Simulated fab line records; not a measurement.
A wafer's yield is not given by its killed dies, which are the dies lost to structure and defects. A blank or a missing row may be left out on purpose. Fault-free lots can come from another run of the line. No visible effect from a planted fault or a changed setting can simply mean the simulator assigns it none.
Comparing a struck lot with a sound one	flow gf180mcu	23 out of 602 route steps
Sound: wafers L781.1, L781.4, L781.6. Struck: wafers L767.1, L767.5. (L767.3 of the same lot was not struck and is left out.) The cause comes at the end.
Order at every step that has rows: each side's tool, ch and its chambers, its first start. Under that, the readings that differ: sound wafers	struck wafers	difference of the means	sigmas: that difference in standard deviations of wafers without a fault.
alike: readings with means less than 2 such deviations apart, plus words and numbers identical on both sides. not compared: withheld readings, readings lacking a value on some wafer, bounds such as >300 that could conceal the same value, and numbers that have no deviation in the record and whose values overlap.
The two part at a step that has a row with sigmas, a row that says differs or no value, or rows on one side only. When numbers do not overlap yet have no deviation, they are printed without sigmas and do not part them. Lack of a reading on every wafer of one side parts them only where that side has two or more wafers.

GF_M5_STRIP_11: strips in O2/N2.
  sound on plasma_asher-01 ch 0, day 31 08:37; struck on plasma_asher-01 ch 0,1, day 27 06:10
  alike: drypump_motor_current_A, heater_power_w, oes_product_au, strip_time_to_endpoint_s
  not compared: rf_hours_counter_h
then, 3 steps without rows for these wafers: GF_M5_STRIP_12 (strips in post etch residue remover, time 1200 s); GF_M5_CLEAN_13 (cleans in DIW); GF_V5_CVD_00 (deposits SiO2, target thk 300 nm, time 50 s).
GF_V5_THK_MEAS_01:
  sound on film_metro-03 at day 31 09:12; struck on film_metro-03 at day 27 06:47
reading	sound	struck	difference	sigmas
V5_CVD_00_THK (nm)	302.1 304.3 297.6	294.1 296.6	-6.0	-2
GF_V5_CVD_02: deposits SiO2 from TEOS, target thk 1450 nm, time 163.28 s.
  sound on pecvd-01 ch 0,2, day 31 09:16; struck on pecvd-03 ch 0,2, day 27 06:51
  alike: heater_power_w
  not compared: since_wet_clean_h
GF_V5_THK_MEAS_03:
  sound on film_metro-04 at day 31 09:22; struck on film_metro-04 at day 27 06:57
  alike: V5_CVD_02_THK
GF_V5_CMP_04: polishes SiO2.
  sound on cmp-02 ch 2,3, day 31 09:25; struck on cmp-01 ch 1,3, day 27 07:30
  alike: motor_current_A
GF_V5_BOW_MEAS_05:
  sound on film_metro-01 at day 31 09:43; struck on film_metro-04 at day 27 07:45
  alike: V5_BOW
then, 3 steps without rows for these wafers: GF_V5_DEHYDRATE_06 (time 60 s); GF_V5_HMDS_07 (prime time 60 s); GF_V5_COAT_08.
GF_V5_COAT_09: resist thk 1000 nm.
  sound on litho_track-03 ch 0, day 31 18:00; struck on litho_track-02 ch 0, day 27 17:00
reading	sound	struck	difference	sigmas
model.KrF_of_V5_COAT_09.thk_nm (nm)	1004 1004 1000	1048 1046	+44	
  alike: exhaust_pa
then, 3 steps without rows for these wafers: GF_V5_SOFTBAKE_10 (time 60 s); GF_V5_EXPOSE_11 (exposes mask Via5, target cd 260 nm); GF_V5_PEB_12 (peb time 90 s).
GF_V5_DEVELOP_13: develop time 60 s.
  sound on litho_track-02 ch 0, day 32 03:11; struck on litho_track-03 ch 0, day 28 03:08
reading	sound	struck	difference	sigmas
model.KrF_of_V5_COAT_09.thk_nm (nm)	989.4 989.2 985.2	1033 1031	+44	
  alike: exhaust_pa
GF_V5_CD_MEAS_14: target cd 260 nm.
  sound on cd_sem-01 at day 32 03:20; struck on cd_sem-02 at day 28 03:17
reading	sound	struck	difference	sigmas
cd_nm (nm)	263.0 262.2 262.5	258.0 258.6	-4.3	-3
GF_V5_OVL_MEAS_15:
  sound on overlay-02 at day 32 03:27; struck on overlay-01 at day 28 03:24
reading	sound	struck	difference	sigmas
V5_OVL (nm)	-7 -8 -1	11 8	+15	+3
GF_V5_ETCH_16: etches BARC in N2/H2.
  sound on rie_diel-02 ch 2,3, day 32 03:29; struck on rie_diel-03 ch 0,2, day 28 03:26
  alike: drypump_motor_current_A, oes_product_au, throttle_valve_pct
GF_V5_ETCH_17: etches SiO2 in C4F8/O2/Ar, stops on TiN, target depth 855 nm.
  sound on rie_diel-02 ch 2,3; struck on rie_diel-03 ch 0,2
  alike: oes_product_au
GF_V5_STRIP_18: strips in O2/N2.
  sound on plasma_asher-04 ch 1, day 32 03:38; struck on plasma_asher-04 ch 1, day 28 03:35
reading	sound	struck	difference	sigmas
oes_product_au (a.u.)	0.574 0.566 0.564	0.591 0.593	+0.024	+5
  alike: drypump_motor_current_A, heater_power_w
  not compared: rf_hours_counter_h
then, 1 step without rows for these wafers: GF_V5_STRIP_19 (strips in post etch residue remover, time 1200 s).

== WHERE THEY PART ==
Earliest at GF_V5_THK_MEAS_01; latest, in this record, at GF_V5_STRIP_18.

WHY: what the simulator had put in
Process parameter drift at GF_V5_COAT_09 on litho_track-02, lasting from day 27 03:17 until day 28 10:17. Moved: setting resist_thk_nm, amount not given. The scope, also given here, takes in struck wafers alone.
